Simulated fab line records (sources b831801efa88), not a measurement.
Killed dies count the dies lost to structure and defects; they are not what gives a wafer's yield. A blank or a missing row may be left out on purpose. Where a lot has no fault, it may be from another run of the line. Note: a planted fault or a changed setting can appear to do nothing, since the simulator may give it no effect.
The tool behind it: which one? + flow gf180mcu + 13 lots, 39 wafers sampled, at 4 steps of a route of 602

## WHAT THE GAUGES SHOWED, per wafer
GF_VT_IMPLANT_RS_MEAS_49: the measuring method here is four-point-probe.
| lot  | measured     | on            | MVPSD_RS (ohm/sq) |
|------|--------------|---------------|-------------------|
| L497 | day 7 11:12  | film-metro-01 | 1168 1170 1165    |
| L498 | day 7 20:34  | film-metro-04 | 1170 1170 1172    |
| L500 | day 8 11:35  | film-metro-04 | 1168 1169 1167    |
| L501 | day 8 16:31  | film-metro-03 | 1166 1167 1167    |
| L502 | day 9 00:02  | film-metro-01 | 1168 1166 1168    |
| L507 | day 10 10:11 | film-metro-03 | 1210 1213 1213    |
| L509 | day 10 23:33 | film-metro-04 | 1213 1213 1213    |
| L510 | day 11 05:54 | film-metro-03 | 1171 1177 1168    |
| L513 | day 11 22:50 | film-metro-03 | 1173 1172 1169    |
| L514 | day 12 10:29 | film-metro-04 | 1172 1170 1169    |
| L515 | day 12 16:12 | film-metro-04 | 1173 1170 1168    |
| L519 | day 13 18:58 | film-metro-04 | 1173 1174 1176    |
| L520 | day 13 23:32 | film-metro-04 | 1171 1170 1172    |

GF_DUAL_GATE_THK_MEAS_03.
| lot  | measured     | on            | DUAL_GATE_OXIDATION_00_THK (nm) |
|------|--------------|---------------|---------------------------------|
| L497 | day 7 13:58  | film-metro-03 | 10.56 10.65 10.57               |
| L498 | day 7 22:19  | film-metro-03 | 10.48 10.66 10.52               |
| L500 | day 8 13:20  | film-metro-02 | 11.24 11.03 11.04               |
| L501 | day 8 18:54  | film-metro-04 | 11.17 11.13 11.02               |
| L502 | day 9 02:28  | film-metro-03 | 10.80 10.70 10.76               |
| L507 | day 10 12:37 | film-metro-04 | 10.68 10.72 10.73               |
| L509 | day 11 01:19 | film-metro-02 | 11.02 11.00 10.95               |
| L510 | day 11 07:37 | film-metro-02 | 10.85 10.99 10.71               |
| L513 | day 12 00:43 | film-metro-04 | 11.00 11.09 10.87               |
| L514 | day 12 12:14 | film-metro-02 | 11.00 11.17 10.92               |
| L515 | day 12 18:58 | film-metro-02 | 10.95 10.83 10.89               |
| L519 | day 13 20:43 | film-metro-04 | 11.11 10.84 10.80               |
| L520 | day 14 01:17 | film-metro-03 | 10.87 11.17 10.81               |

GF_V1_THK_MEAS_01.
| lot  | measured     | on            | V1_CVD_00_THK (nm) |
|------|--------------|---------------|--------------------|
| L497 | day 17 00:02 | film-metro-03 | 618 612 607        |
| L498 | day 17 13:10 | film-metro-04 | 598 604 601        |
| L500 | day 18 06:26 | film-metro-03 | 617 609 614        |
| L501 | day 18 12:58 | film-metro-03 | 604 612 601        |
| L502 | day 19 02:34 | film-metro-02 | 598 604 610        |
| L507 | day 20 23:27 | film-metro-04 | 599 606 603        |
| L509 | day 21 16:17 | film-metro-04 | 606 595 607        |
| L510 | day 21 23:10 | film-metro-04 | 592 598 600        |
| L513 | day 22 23:07 | film-metro-03 | 595 606 601        |
| L514 | day 23 09:47 | film-metro-03 | 598 596 596        |
| L515 | day 23 18:05 | film-metro-02 | 583 590 586        |
| L519 | day 25 00:26 | film-metro-02 | 597 602 602        |
| L520 | day 25 04:41 | film-metro-03 | 602 604 604        |

## WHICH TOOL RAN EACH LOT (tool, then ch and the chambers of the sampled wafers, then the start)
| lot  | GF_MVPSD_IMPLANT_09             |
|------|---------------------------------|
| L497 | implanter-04 ch 0, day 4 22:49  |
| L498 | implanter-01 ch 0, day 5 06:32  |
| L500 | implanter-04 ch 0, day 5 19:16  |
| L501 | implanter-03 ch 0, day 6 00:08  |
| L502 | implanter-03 ch 0, day 6 06:53  |
| L507 | implanter-04 ch 0, day 7 13:25  |
| L509 | implanter-04 ch 0, day 8 01:16  |
| L510 | implanter-01 ch 0, day 8 08:00  |
| L513 | implanter-01 ch 0, day 8 22:23  |
| L514 | implanter-03 ch 0, day 9 08:55  |
| L515 | implanter-01 ch 0, day 9 13:49  |
| L519 | implanter-01 ch 0, day 10 13:24 |
| L520 | implanter-03 ch 0, day 10 18:43 |
- GF_MVPSD_IMPLANT_09

## AS READ BY THE TOOLS THEMSELVES (means over the sampled wafers that have a number; for cases with no such wafer, the mark the record gives instead)
GF_MVPSD_IMPLANT_09.
| lot  | tool         | beam-on-s (s) | faraday-current-uA |
|------|--------------|---------------|--------------------|
| L497 | implanter-04 | 10.03         | 28.1               |
| L498 | implanter-01 | 10.22         | 27.6               |
| L500 | implanter-04 | 9.91          | 28.4               |
| L501 | implanter-03 | 10.11         | 27.9               |
| L502 | implanter-03 | 10.08         | 28.0               |
| L507 | implanter-04 | 8.12          | 34.7               |
| L509 | implanter-04 | 8.26          | 34.2               |
| L510 | implanter-01 | 10.09         | 28.0               |
| L513 | implanter-01 | 9.78          | 28.8               |
| L514 | implanter-03 | 10.15         | 27.8               |
| L515 | implanter-01 | 10.12         | 27.9               |
| L519 | implanter-01 | 10.08         | 28.0               |
| L520 | implanter-03 | 10.16         | 27.8               |

## THE ANSWER, worked out from the rows above alone
Rule: the usual values come from the lots themselves. The widest of any qualifying gaps counts: lots, ordered by their means at a reading, are off when they make up no more than a third of the lots, leave a main group of 4 or more, and stand apart from it by 3 or more times the standard deviation of that group's means. Not used: any main group whose means are identical at the precision the tables above print for the reading. A lot without any number at a reading at which 4 lots or more have one is off too. Where the step has rows for the other lots, those lots are counted as sound. Order of review: gauges by route order, followed by the tools' own readings, for which a lot's mean as printed above is used. The first step at which some lot is off is used, and at that step the reading that is off furthest; a lot without a number counts as furthest.
Off: L507, L509, at GF_VT_IMPLANT_RS_MEAS_49 (MVPSD_RS). Mean 1170 ohm/sq and standard deviation 2.2 in the main group.
If a tool, at a process step before that reading, ran all the lots that are off and no sound lot after the first of them, it fits. Not tried: the gauges at GF_VT_IMPLANT_RS_MEAS_49; whatever is off there is also off at GF_MVPSD_IMPLANT_09, on other tools, and gauge error can't account for it. One fits: GF_MVPSD_IMPLANT_09 on implanter-04. Its last sound lot is L500 (day 5 19:16), its first lot that is off L507 (day 7 13:25): a fault that began between those two fits.
The tool's own readings at GF_MVPSD_IMPLANT_09 bear it out: on the lots that are off they differ by more than 5 times the standard deviation of the sound lots' means. beam-on-s reads 8.19 s there against 10.07 s on the sound lots; faraday-current-uA reads 34.5 there against 28.0 on the sound lots.

## WHAT THE SIMULATOR HAD INSERTED
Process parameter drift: implanter-04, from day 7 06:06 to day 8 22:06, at GF_MVPSD_IMPLANT_09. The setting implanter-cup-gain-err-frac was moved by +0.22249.
Lots struck among those shown: L507, L509. The rule above reached the same finding.
